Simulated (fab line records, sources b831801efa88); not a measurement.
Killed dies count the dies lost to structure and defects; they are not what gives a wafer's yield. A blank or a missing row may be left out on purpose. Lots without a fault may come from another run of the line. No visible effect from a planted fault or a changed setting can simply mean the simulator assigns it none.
fab line records	flow sky130
record: lots: 24	wafers: 72	lastDay: 51
route steps=708 shown CAPM@541 VIA3@576 METAL4@629
lots with no fault: from the same line, run without faults
startH: hours from the record's opening day to when the first of the lot's shown wafers began	waitH: how many hours have passed since the lot's step before this one	" same as the row above	L1.1+2: a single row standing in for several wafers	- no value present, or no start provided	* or withheld: withheld	< > ~ a bound
route shown NAME@n: a module of which the file shows steps, and the number in the route of the first	usual: the fault-free wafers' mean and standard deviation	same: alike in all rows	chamber/n: place in a boat	sites: the reading at each site	_std_site: how widely they spread, as a standard deviation	_edge_site: outer sites' mean less inner sites'	radiusMm: for every site, how far away it sits from the centre of the wafer	mask NAME#n: copy n	behind: tool/chamber where the wafer was last shaped	hold: reason for holding the lot/hours on hold/outcome of the hold	device: the transistor (n, p or np) that didn't switch	end of line: at the end of the route, the tests of the same wafers	where a step has no rows: the recipe by itself	killed: the dies lost at the first sort to structure and to defects; this is not the yield of the wafer	map: shows each die of a wafer: x if killed, . if not, _ if none is there
set.NAME: the setting that was run; set.NAME@STEP: the one run at that earlier step	model.NAME: the simulator's own value behind a step, which no gauge read
the route's steps for a sample of lots (tables are steps, rows are wafers)
services: a tool's chamber out of use, with start hour (startH, from the record's first day; less than 0 if before it), hours out, and reason
== steps ==
step: SKY_CAPM_THK_MEAS_04
recipe: thkMeasGauge: xrf	reads: TiN_of_CAPM_SPUTTER_02
usual: CAPM_TIN_THK: 200.6/2.4
lot.wafer	tool	chamber	startH	waitH	CAPM_TIN_THK[nm]
L074.2	filmMetro-02	-	840.39	0.1	200.2
L074.3	"	-	"	"	201.9
L074.5	"	-	"	"	202.2
L075.1	filmMetro-02	-	857.29	0.1	196.8
L075.3	"	-	"	"	195.9
L075.6	"	-	"	"	199.3
L076.4	filmMetro-02	-	861.24	0.1	199.6
L076.5	"	-	"	"	197.0
L076.6	"	-	"	"	199.0
L077.1	filmMetro-02	-	868.13	0.1	195.7
L077.5	"	-	"	"	197.5
L077.6	"	-	"	"	198.0
L078.1	filmMetro-01	-	875.96	0.1	197.8
L078.3	"	-	"	"	200.0
L078.5	"	-	"	"	197.7
L079.1	filmMetro-03	-	888.25	0.1	200.0
L079.2	"	-	"	"	203.5
L079.3	"	-	"	"	201.5
L082.1	filmMetro-02	-	906.22	0.1	200.4
L082.4	"	-	"	"	199.6
L082.5	"	-	"	"	199.9
L081.2	filmMetro-03	-	907.62	0.1	201.1
L081.3	"	-	"	"	200.2
L081.6	"	-	"	"	201.5
L080.3	filmMetro-03	-	908.29	0.1	200.2
L080.5	"	-	"	"	200.5
L080.6	"	-	"	"	201.9
L083.2	filmMetro-01	-	920.04	0.1	202.7
L083.3	"	-	"	"	201.3
L083.4	"	-	"	"	201.2
L084.2	filmMetro-01	-	927.99	0.1	199.8
L084.5	"	-	"	"	198.7
L084.6	"	-	"	"	199.7
L085.1	filmMetro-02	-	931.63	0.1	198.1
L085.4	"	-	"	"	199.5
L085.6	"	-	"	"	200.7
L086.2	filmMetro-01	-	939.53	0.1	203.4
L086.4	"	-	"	"	203.2
L086.5	"	-	"	"	202.9
L087.1	filmMetro-01	-	943.03	0.1	200.4
L087.2	"	-	"	"	199.5
L087.5	"	-	"	"	200.1
L088.1	filmMetro-01	-	948.76	0.1	196.5
L088.3	"	-	"	"	200.4
L088.5	"	-	"	"	196.8
L089.3	filmMetro-03	-	958.15	0.1	201.9
L089.4	"	-	"	"	202.8
L089.5	"	-	"	"	204.9
L090.1	filmMetro-03	-	969.86	0.1	206.2
L090.2	"	-	"	"	202.9
L090.3	"	-	"	"	201.6
L091.1	filmMetro-03	-	974.02	0.1	201.1
L091.3	"	-	"	"	197.7
L091.6	"	-	"	"	195.4
L092.1	filmMetro-01	-	974.32	0.1	203.0
L092.2	"	-	"	"	199.9
L092.6	"	-	"	"	200.7
L093.1	filmMetro-03	-	991.07	0.1	203.5
L093.2	"	-	"	"	200.9
L093.4	"	-	"	"	202.2
L094.1	filmMetro-03	-	993.56	0.1	203.5
L094.3	"	-	"	"	206.7
L094.5	"	-	"	"	206.9
L095.1	filmMetro-02	-	997.27	0.1	198.6
L095.2	"	-	"	"	201.1
L095.6	"	-	"	"	198.0
L096.1	filmMetro-01	-	1000.01	0.1	203.8
L096.2	"	-	"	"	200.4
L096.5	"	-	"	"	204.4
L097.2	filmMetro-01	-	1039.76	0.1	200.3
L097.3	"	-	"	"	203.5
L097.5	"	-	"	"	199.8
step: SKY_VIA3_BOW_MEAS_03
recipe: mode: bow
usual: VIA3_BOW: 80/8.3
lot.wafer	tool	chamber	startH	waitH	VIA3_BOW[um]
L074.2	filmMetro-03	-	893.16	0.2	80
L074.3	"	-	"	"	81
L074.5	"	-	"	"	85
L075.1	filmMetro-04	-	911.39	0.2	82
L075.3	"	-	"	"	77
L075.6	"	-	"	"	84
L076.4	filmMetro-02	-	914.29	0.3	80
L076.5	"	-	"	"	80
L076.6	"	-	"	"	83
L077.1	filmMetro-02	-	920.77	0.2	73
L077.5	"	-	"	"	74
L077.6	"	-	"	"	73
L078.1	filmMetro-03	-	928.32	0.2	83
L078.3	"	-	"	"	81
L078.5	"	-	"	"	76
L079.1	filmMetro-02	-	939.54	0.3	89
L079.2	"	-	"	"	91
L079.3	"	-	"	"	102
L082.1	filmMetro-03	-	966.38	0.2	74
L082.4	"	-	"	"	79
L082.5	"	-	"	"	73
L081.2	filmMetro-03	-	966.70	0.2	85
L081.3	"	-	"	"	64
L081.6	"	-	"	"	74
L080.3	filmMetro-02	-	967.93	0.2	77
L080.5	"	-	"	"	80
L080.6	"	-	"	"	79
L083.2	filmMetro-04	-	972.66	0.2	66
L083.3	"	-	"	"	79
L083.4	"	-	"	"	72
L084.2	filmMetro-03	-	974.20	0.1	80
L084.5	"	-	"	"	70
L084.6	"	-	"	"	85
L085.1	filmMetro-03	-	978.11	0.1	88
L085.4	"	-	"	"	89
L085.6	"	-	"	"	85
L086.2	filmMetro-04	-	985.26	0.2	80
L086.4	"	-	"	"	78
L086.5	"	-	"	"	70
L087.1	filmMetro-02	-	991.05	0.1	79
L087.2	"	-	"	"	65
L087.5	"	-	"	"	80
L088.1	filmMetro-02	-	996.20	0.2	79
L088.3	"	-	"	"	80
L088.5	"	-	"	"	83
L089.3	filmMetro-02	-	1003.93	0.1	78
L089.4	"	-	"	"	74
L089.5	"	-	"	"	68
L090.1	filmMetro-04	-	1017.35	0.2	66
L090.2	"	-	"	"	74
L090.3	"	-	"	"	73
L091.1	filmMetro-02	-	1022.44	0.2	82
L091.3	"	-	"	"	87
L091.6	"	-	"	"	92
L092.1	filmMetro-03	-	1022.67	0.1	71
L092.2	"	-	"	"	62
L092.6	"	-	"	"	63
L093.1	filmMetro-04	-	1038.61	0.1	67
L093.2	"	-	"	"	81
L093.4	"	-	"	"	74
L094.1	filmMetro-04	-	1041.19	0.2	83
L094.3	"	-	"	"	82
L094.5	"	-	"	"	76
L095.1	filmMetro-03	-	1044.06	0.2	80
L095.2	"	-	"	"	91
L095.6	"	-	"	"	83
L096.1	filmMetro-02	-	1047.22	0.2	97
L096.2	"	-	"	"	88
L096.5	"	-	"	"	83
L097.2	filmMetro-04	-	1084.36	0.3	60
L097.3	"	-	"	"	83
L097.5	"	-	"	"	78
step: SKY_VIA3_CMP_24
recipe: stopOn: SiO2	tOverpolishS: 20	downForcePsi: 3.5	platenRpm: 60	targetThkNm: 0	padVelocityMS: 0.94248
usual: headPressurePsi: 3.499/0.0075	motorCurrentA: 11.3/0.8	overpolishRunS: 19.999/0.0092	retainingRingPressureFrac: 1.000/0.0055	slurryFilterDpKPa: 13.50/0.14	timeToEndpointS: 94/3.2
lot.wafer	tool	chamber	startH	waitH	headPressurePsi	motorCurrentA	overpolishRunS	retainingRingPressureFrac	slurryFilterDpKPa	timeToEndpointS
L074.2	cmp-01	1	919.55	0.3	3.494	11.6	19.995	1.005	13.54	99
L074.3	"	3	"	"	3.517	11.7	20.003	1.001	13.45	96
L074.5	"	1	"	"	3.505	12.6	19.999	0.997	13.29	101
L075.1	cmp-02	3	936.83	0.1	3.488	10.7	20.017	0.989	13.41	93
L075.3	"	0	"	"	3.502	11.4	20.011	1.005	13.44	92
L075.6	"	0	"	"	3.502	11.4	19.987	0.999	13.81	91
L076.4	cmp-01	3	939.97	0.3	3.507	11.1	20.003	1.004	13.49	93
L076.5	"	0	"	"	3.500	9.6	20.002	1.005	13.47	93
L076.6	"	1	"	"	3.500	11.7	19.999	0.997	13.58	94
L077.1	cmp-01	3	946.48	0.1	3.491	11.5	19.991	1.004	13.47	95
L077.5	"	3	"	"	3.501	11.6	20.009	0.996	13.38	98
L077.6	"	0	"	"	3.496	9.3	19.995	1.008	13.24	98
L078.1	cmp-02	2	953.88	0.1	3.502	12.0	19.998	1.010	13.38	93
L078.3	"	3	"	"	3.502	11.7	20.001	1.007	13.55	93
L078.5	"	2	"	"	3.502	12.3	20.011	1.012	13.69	94
L079.3	cmp-01	0	964.73	0.0	3.501	10.3	20.004	0.996	13.69	91
L079.1	"	1	"	"	3.498	11.6	20.002	1.009	13.34	94
L079.2	"	2	"	"	3.507	10.8	20.012	1.002	13.64	90
L082.1	cmp-02	2	990.55	0.1	3.504	11.1	19.997	0.994	13.59	92
L082.4	"	3	"	"	3.500	11.2	20.002	0.992	13.59	92
L082.5	"	0	"	"	3.484	11.1	19.985	1.005	13.48	89
L081.3	cmp-01	1	990.60	0.0	3.499	11.5	20.008	0.995	13.67	95
L081.2	"	2	"	"	3.495	11.0	19.972	1.000	13.55	86
L081.6	"	2	"	"	3.489	11.3	19.993	1.002	13.59	88
L080.3	cmp-02	2	991.88	0.2	3.504	11.5	20.002	0.992	13.47	93
L080.5	"	3	"	"	3.487	10.9	20.002	1.011	13.62	92
L080.6	"	0	"	"	3.499	11.4	19.984	1.002	13.50	94
L083.4	cmp-02	1	996.91	0.1	3.508	12.5	19.999	0.998	13.26	93
L083.2	"	2	"	"	3.498	12.0	19.995	0.995	13.37	95
L083.3	"	3	"	"	3.497	11.3	20.002	1.002	13.50	97
L084.2	cmp-02	3	999.15	0.3	3.497	11.2	19.996	1.008	13.49	98
L084.5	"	0	"	"	3.479	11.4	20.015	1.000	13.48	98
L084.6	"	1	"	"	3.506	12.0	20.001	1.002	13.79	100
L085.1	cmp-01	0	1002.61	0.1	3.503	9.9	19.997	1.000	13.46	92
L085.4	"	2	"	"	3.491	10.8	19.999	0.999	13.48	90
L085.6	"	3	"	"	3.509	11.4	20.004	1.009	13.53	97
L086.2	cmp-01	2	1007.88	0.0	3.496	11.2	20.001	1.008	13.45	93
L086.4	"	3	"	"	3.499	12.0	20.011	0.998	13.59	98
L086.5	"	2	"	"	3.487	11.0	20.007	1.000	13.29	93
L087.2	cmp-02	2	1015.13	0.0	3.503	12.1	20.017	0.993	13.56	97
L087.1	"	3	"	"	3.508	11.1	20.000	1.006	13.37	93
L087.5	"	2	"	"	3.503	11.7	20.004	0.998	13.47	95
L088.3	cmp-02	2	1020.09	0.7	3.503	11.9	19.994	1.013	13.53	92
L088.1	"	0	"	"	3.495	11.5	20.001	1.000	13.21	92
L088.5	"	1	"	"	3.498	12.4	20.004	1.001	13.73	93
L089.4	cmp-01	1	1027.47	0.1	3.509	11.5	19.997	1.001	13.34	93
L089.3	"	2	"	"	3.491	10.8	20.004	1.004	13.40	93
L089.5	"	1	"	"	3.499	11.1	20.005	1.000	13.35	95
L090.2	cmp-02	2	1041.50	0.0	3.504	11.9	20.001	1.008	13.61	91
L090.1	"	3	"	"	3.517	11.3	19.998	0.986	13.57	86
L090.3	"	1	"	"	3.496	13.1	20.010	1.001	13.42	93
L091.3	cmp-01	0	1046.74	0.1	3.504	9.5	19.998	0.999	13.60	94
L091.1	"	2	"	"	3.507	11.0	19.999	1.000	13.85	92
L091.6	"	1	"	"	3.512	11.9	19.997	0.999	13.48	98
L092.2	cmp-01	2	1047.41	0.2	3.508	10.9	20.003	1.004	13.47	96
L092.1	"	0	"	"	3.494	10.4	20.011	0.995	13.30	98
L092.6	"	2	"	"	3.493	10.9	19.995	0.998	13.35	95
L093.4	cmp-01	2	1061.84	0.0	3.502	10.6	20.002	0.996	13.26	95
L093.1	"	3	"	"	3.494	11.3	19.992	1.000	13.61	98
L093.2	"	0	"	"	3.502	10.5	19.995	1.002	13.34	96
L094.1	cmp-02	3	1064.62	0.6	3.495	10.9	19.991	1.000	13.49	92
L094.3	"	0	"	"	3.505	11.2	19.989	0.999	13.31	90
L094.5	"	1	"	"	3.497	12.4	20.010	1.007	13.60	94
L095.2	cmp-01	2	1067.56	0.1	3.513	10.6	20.003	0.996	13.63	92
L095.1	"	3	"	"	3.502	12.3	19.988	0.997	13.55	97
L095.6	"	1	"	"	3.504	12.4	19.997	0.995	13.57	98
L096.1	cmp-01	1	1070.12	0.1	3.487	11.8	20.016	1.003	13.40	100
L096.2	"	2	"	"	3.484	11.0	19.992	0.994	13.57	96
L096.5	"	1	"	"	3.500	12.0	19.989	0.998	13.59	98
L097.2	cmp-02	1	1105.62	0.1	3.497	13.3	19.977	1.001	13.41	93
L097.3	"	2	"	"	3.504	11.1	20.000	1.000	13.57	94
L097.5	"	0	"	"	3.494	11.7	19.993	0.995	13.61	90
step: SKY_METAL4_CD_MEAS_13
recipe: targetCdNm: 300
usual: cdNm: 299.7/1.5
lot.wafer	tool	chamber	startH	waitH	cdNm
L074.2	cdSem-02	-	967.63	-	301.9
L074.3	"	-	"	"	302.3
L074.5	"	-	"	"	301.2
L075.1	cdSem-01	-	981.91	-	298.8
L075.3	"	-	"	"	299.7
L075.6	"	-	"	"	299.8
L076.4	cdSem-01	-	985.07	-	297.2
L076.5	"	-	"	"	297.2
L076.6	"	-	"	"	299.2
L077.1	cdSem-01	-	992.54	-	301.1
L077.5	"	-	"	"	298.9
L077.6	"	-	"	"	298.7
L078.1	cdSem-02	-	998.26	-	299.2
L078.3	"	-	"	"	300.4
L078.5	"	-	"	"	299.2
L079.1	cdSem-01	-	1009.81	-	299.1
L079.2	"	-	"	"	299.2
L079.3	"	-	"	"	298.8
L082.1	cdSem-02	-	1036.69	-	299.5
L082.4	"	-	"	"	299.2
L082.5	"	-	"	"	300.5
L081.2	cdSem-01	-	1037.68	-	299.0
L081.3	"	-	"	"	298.0
L081.6	"	-	"	"	297.6
L080.3	cdSem-01	-	1038.15	-	300.0
L080.5	"	-	"	"	300.1
L080.6	"	-	"	"	300.2
L083.2	cdSem-01	-	1043.46	-	302.0
L083.3	"	-	"	"	300.3
L083.4	"	-	"	"	300.8
L084.2	cdSem-01	-	1045.26	-	300.0
L084.5	"	-	"	"	300.6
L084.6	"	-	"	"	300.1
L085.1	cdSem-02	-	1047.31	-	301.8
L085.4	"	-	"	"	299.5
L085.6	"	-	"	"	301.0
L086.2	cdSem-01	-	1053.61	-	298.5
L086.4	"	-	"	"	298.2
L086.5	"	-	"	"	298.6
L087.1	cdSem-01	-	1061.36	-	299.2
L087.2	"	-	"	"	300.9
L087.5	"	-	"	"	300.6
L088.1	cdSem-02	-	1065.61	-	297.1
L088.3	"	-	"	"	299.1
L088.5	"	-	"	"	296.7
L089.3	cdSem-02	-	1071.05	-	300.4
L089.4	"	-	"	"	298.4
L089.5	"	-	"	"	302.2
L090.1	cdSem-02	-	1086.14	-	300.1
L090.2	"	-	"	"	298.8
L090.3	"	-	"	"	298.1
L091.1	cdSem-02	-	1090.06	-	301.4
L091.3	"	-	"	"	301.6
L091.6	"	-	"	"	302.0
L092.1	cdSem-02	-	1091.01	-	298.1
L092.2	"	-	"	"	298.8
L092.6	"	-	"	"	298.3
L093.1	cdSem-02	-	1103.61	-	299.0
L093.2	"	-	"	"	300.6
L093.4	"	-	"	"	300.5
L094.1	cdSem-02	-	1107.24	-	299.6
L094.3	"	-	"	"	302.8
L094.5	"	-	"	"	301.4
L095.1	cdSem-01	-	1108.26	-	303.1
L095.2	"	-	"	"	303.8
L095.6	"	-	"	"	302.5
L096.1	cdSem-02	-	1111.49	-	301.5
L096.2	"	-	"	"	300.8
L096.5	"	-	"	"	299.4
L097.2	cdSem-01	-	1144.78	-	299.7
L097.3	"	-	"	"	301.0
L097.5	"	-	"	"	299.0
step: SKY_METAL4_DESCUM_15
recipe: chemistry: O2	sourcePowerW: 150	biasPowerW: 0	pressureMtorr: 10	tempC: 40	timeS: 8
usual: drypumpMotorCurrentA: 5.5/0.44	oesProductAu: 1.000/0.01
same: biasPowerW: 0
lot.wafer	tool	chamber	startH	waitH	drypumpMotorCurrentA	oesProductAu	rfHoursCounterH
L074.2	rieMetal-03	1	967.76	0.0	5.5	0.993	7
L074.3	"	0	"	"	5.0	0.993	-
L074.5	"	0	"	"	5.0	0.990	-
L075.1	rieMetal-04	0	982.06	0.0	6.1	1.021	12
L075.3	"	0	"	"	6.1	1.011	-
L075.6	"	1	"	"	6.3	1.021	-
L076.4	rieMetal-04	1	985.17	0.0	6.2	1.017	-
L076.5	"	0	"	"	6.1	1.011	-
L076.6	"	1	"	"	6.3	1.006	-
L077.1	rieMetal-04	1	992.69	0.0	6.3	1.019	6
L077.5	"	0	"	"	6.1	1.008	-
L077.6	"	1	"	"	6.3	1.010	-
L078.1	rieMetal-02	1	998.41	0.0	5.1	1.003	11
L078.3	"	1	"	"	5.1	0.996	-
L078.5	"	0	"	"	5.3	1.004	-
L079.1	rieMetal-03	0	1009.96	0.0	5.1	0.998	12
L079.2	"	1	"	"	5.5	0.998	8
L079.3	"	0	"	"	5.1	0.992	-
L082.1	rieMetal-03	0	1036.84	0.0	5.0	0.994	14
L082.4	"	0	"	"	5.1	0.992	-
L082.5	"	0	"	"	5.0	0.986	-
L081.2	rieMetal-03	0	1037.81	0.0	5.0	1.003	14
L081.3	"	1	"	"	5.5	0.990	-
L081.6	"	1	"	"	5.5	0.998	-
L080.3	rieMetal-02	0	1038.27	0.0	5.3	0.999	-
L080.5	"	1	"	"	5.1	1.008	-
L080.6	"	0	"	"	5.3	1.012	-
L083.2	rieMetal-03	0	1043.59	0.0	5.1	0.998	15
L083.3	"	0	"	"	5.1	0.995	-
L083.4	"	1	"	"	5.5	0.995	-
L084.2	rieMetal-04	1	1045.39	0.0	6.3	1.008	9
L084.5	"	1	"	"	6.3	1.010	-
L084.6	"	0	"	"	6.1	1.000	-
L085.1	rieMetal-04	0	1047.46	0.0	6.1	1.000	16
L085.4	"	0	"	"	6.1	1.005	-
L085.6	"	0	"	"	6.1	1.010	-
L086.2	rieMetal-03	1	1053.74	0.0	5.5	0.970	11
L086.4	"	1	"	"	5.5	0.973	-
L086.5	"	1	"	"	5.5	0.982	-
L087.1	rieMetal-02	1	1061.51	0.0	5.1	1.007	15
L087.2	"	0	"	"	5.3	0.992	17
L087.5	"	1	"	"	5.2	1.005	-
L088.1	rieMetal-02	0	1065.76	0.0	5.3	0.998	17
L088.3	"	1	"	"	5.1	1.002	-
L088.5	"	1	"	"	5.1	1.005	-
L089.3	rieMetal-02	0	1071.17	0.0	5.3	0.994	-
L089.4	"	1	"	"	5.1	0.997	-
L089.5	"	1	"	"	5.1	1.005	-
L090.1	rieMetal-04	1	1086.29	0.0	6.3	1.011	12
L090.2	"	0	"	"	6.1	1.002	18
L090.3	"	1	"	"	6.3	1.008	-
L091.1	rieMetal-03	1	1090.21	0.0	5.5	0.989	14
L091.3	"	0	"	"	5.0	0.991	-
L091.6	"	0	"	"	5.0	0.986	-
L092.1	rieMetal-02	1	1091.16	0.0	5.1	0.993	19
L092.2	"	0	"	"	5.3	1.001	19
L092.6	"	0	"	"	5.3	1.004	-
L093.1	rieMetal-02	0	1103.76	0.0	5.3	1.006	20
L093.2	"	1	"	"	5.1	0.994	19
L093.4	"	0	"	"	5.3	1.000	-
L094.1	rieMetal-03	1	1107.39	0.0	5.5	0.983	15
L094.3	"	0	"	"	5.1	0.993	-
L094.5	"	0	"	"	5.1	0.988	-
L095.1	rieMetal-02	1	1108.41	0.0	5.1	1.012	20
L095.2	"	0	"	"	5.3	1.009	20
L095.6	"	1	"	"	5.1	1.011	-
L096.1	rieMetal-02	1	1111.64	0.0	5.1	0.996	20
L096.2	"	0	"	"	5.3	1.001	20
L096.5	"	1	"	"	5.1	1.003	-
L097.2	rieMetal-02	0	1144.91	0.0	5.3	1.006	23
L097.3	"	1	"	"	5.1	1.003	-
L097.5	"	0	"	"	5.3	0.999	-
step: SKY_METAL4_STRIP_19
recipe: chemistry: O2/N2	powerW: 1400	pressureMtorr: 1500	platenTempC: withheld	o2FlowSccm: 3000	n2FlowSccm: 300	overashFraction: 0.5
usual: drypumpMotorCurrentA: 6.0/0.34	oesProductAu: 0.501/0.0065	stripTimeToEndpointS: 6.51/0.11
lot.wafer	tool	chamber	startH	waitH	drypumpMotorCurrentA	oesProductAu	rfHoursCounterH	stripTimeToEndpointS
L074.2	plasmaAsher-01	1	968.09	0.1	6.3	0.507	56	6.58
L074.3	"	0	"	"	5.5	0.492	-	6.58
L074.5	"	0	"	"	5.5	0.513	-	6.70
L075.1	plasmaAsher-01	1	982.39	0.1	6.3	0.501	57	6.58
L075.3	"	0	"	"	5.5	0.504	-	6.58
L075.6	"	1	"	"	6.3	0.503	-	6.54
L076.4	plasmaAsher-02	0	985.52	0.1	6.1	0.502	-	6.43
L076.5	"	1	"	"	6.2	0.511	-	6.53
L076.6	"	0	"	"	6.1	0.494	-	6.44
L077.1	plasmaAsher-03	0	993.02	0.1	6.3	0.510	119	6.56
L077.5	"	1	"	"	5.6	0.493	-	6.48
L077.6	"	0	"	"	6.3	0.497	-	6.43
L078.1	plasmaAsher-01	0	998.74	0.1	5.5	0.490	59	6.39
L078.3	"	1	"	"	6.3	0.497	-	6.34
L078.5	"	0	"	"	5.5	0.496	-	6.42
L079.1	plasmaAsher-01	0	1010.29	0.1	5.5	0.495	60	6.45
L079.2	"	1	"	"	6.3	0.492	60	6.47
L079.3	"	0	"	"	5.5	0.500	-	6.47
L082.1	plasmaAsher-02	1	1037.17	0.1	6.3	0.511	91	6.67
L082.4	"	1	"	"	6.2	0.506	-	6.57
L082.5	"	0	"	"	6.1	0.509	-	6.66
L081.2	plasmaAsher-01	0	1038.14	0.1	5.5	0.500	63	6.38
L081.3	"	0	"	"	5.5	0.491	-	6.23
L081.6	"	0	"	"	5.5	0.491	-	6.28
L080.3	plasmaAsher-01	0	1038.62	0.1	5.6	0.508	-	6.50
L080.5	"	1	"	"	6.3	0.504	-	6.52
L080.6	"	0	"	"	5.5	0.497	-	6.62
L083.2	plasmaAsher-03	1	1043.92	0.1	5.6	0.498	124	6.48
L083.3	"	0	"	"	6.3	0.497	-	6.44
L083.4	"	1	"	"	5.6	0.500	-	6.41
L084.2	plasmaAsher-01	0	1045.72	0.1	5.5	0.502	64	6.51
L084.5	"	0	"	"	5.5	0.494	-	6.46
L084.6	"	1	"	"	6.3	0.500	-	6.39
L085.1	plasmaAsher-01	1	1047.79	0.1	6.3	0.492	64	6.51
L085.4	"	0	"	"	5.5	0.494	-	6.41
L085.6	"	0	"	"	5.6	0.509	-	6.47
L086.2	plasmaAsher-01	0	1054.07	0.1	5.5	0.502	64	6.45
L086.4	"	0	"	"	5.5	0.496	-	6.39
L086.5	"	0	"	"	5.5	0.504	-	6.54
L087.1	plasmaAsher-01	0	1061.84	0.1	5.5	0.504	65	6.58
L087.2	"	1	"	"	6.3	0.507	65	6.66
L087.5	"	0	"	"	5.5	0.498	-	6.58
L088.1	plasmaAsher-01	1	1066.09	0.1	6.3	0.493	66	6.33
L088.3	"	1	"	"	6.3	0.485	-	6.23
L088.5	"	1	"	"	6.3	0.488	-	6.29
L089.3	plasmaAsher-01	0	1071.52	0.1	5.5	0.499	-	6.36
L089.4	"	1	"	"	6.3	0.487	-	6.43
L089.5	"	1	"	"	6.3	0.491	-	6.42
L090.1	plasmaAsher-03	0	1086.80	0.3	6.3	0.501	2	6.58
L090.2	"	1	"	"	5.6	0.496	2	6.46
L090.3	"	1	"	"	5.6	0.502	-	6.53
L091.1	plasmaAsher-02	1	1090.54	0.1	6.2	0.510	96	6.66
L091.3	"	0	"	"	6.1	0.507	-	6.63
L091.6	"	0	"	"	6.1	0.507	-	6.66
L092.1	plasmaAsher-02	0	1091.49	0.1	6.1	0.506	96	6.54
L092.2	"	1	"	"	6.2	0.500	96	6.59
L092.6	"	0	"	"	6.1	0.514	-	6.61
L093.1	plasmaAsher-02	0	1104.09	0.1	6.1	0.506	97	6.64
L093.2	"	1	"	"	6.3	0.507	97	6.65
L093.4	"	0	"	"	6.1	0.501	-	6.68
L094.1	plasmaAsher-01	1	1107.72	0.1	6.3	0.502	71	6.50
L094.3	"	0	"	"	5.5	0.493	-	6.45
L094.5	"	0	"	"	5.5	0.499	-	6.46
L095.1	plasmaAsher-02	0	1108.74	0.1	6.1	0.513	98	6.71
L095.2	"	1	"	"	6.2	0.505	98	6.65
L095.6	"	1	"	"	6.2	0.496	-	6.61
L096.1	plasmaAsher-01	0	1111.97	0.1	5.5	0.502	71	6.63
L096.2	"	1	"	"	6.2	0.508	71	6.54
L096.5	"	0	"	"	5.5	0.508	-	6.59
L097.2	plasmaAsher-01	1	1145.24	0.1	6.2	0.511	75	6.58
L097.3	"	0	"	"	5.5	0.503	-	6.58
L097.5	"	0	"	"	5.5	0.505	-	6.64
== services ==
tool	chamber	startH	hours	kind
cmp-02	-	904.71	3.9	repair
rieMetal-02	0	905.12	13.0	repair
plasmaAsher-02	-	906.54	1.3	repair
rieMetal-03	1	909.85	18.4	repair
rieMetal-02	1	915.07	13.8	repair
cmp-02	-	915.93	4.0	pm
rieMetal-02	0	944.98	5.0	repair
plasmaAsher-01	-	948.41	1.1	repair
rieMetal-04	0	954.30	8.3	repair
rieMetal-03	-	963.72	1.4	pm
cmp-01	-	974.27	2.0	repair
cmp-02	-	1011.21	2.0	repair
cmp-02	-	1011.47	1.0	repair
cmp-01	-	1016.61	4.9	repair
plasmaAsher-03	-	1021.48	0.5	repair
plasmaAsher-03	-	1026.16	1.0	repair
cmp-01	-	1048.42	0.9	repair
plasmaAsher-03	-	1055.25	9.0	pm
plasmaAsher-02	-	1068.79	14.6	pm
rieMetal-02	0	1082.37	5.1	repair
cmp-01	-	1091.23	4.0	pm
cmp-01	-	1109.14	3.9	pm
cmp-01	-	1116.77	1.7	repair
rieMetal-02	-	1130.12	0.7	repair
== key ==
fault none
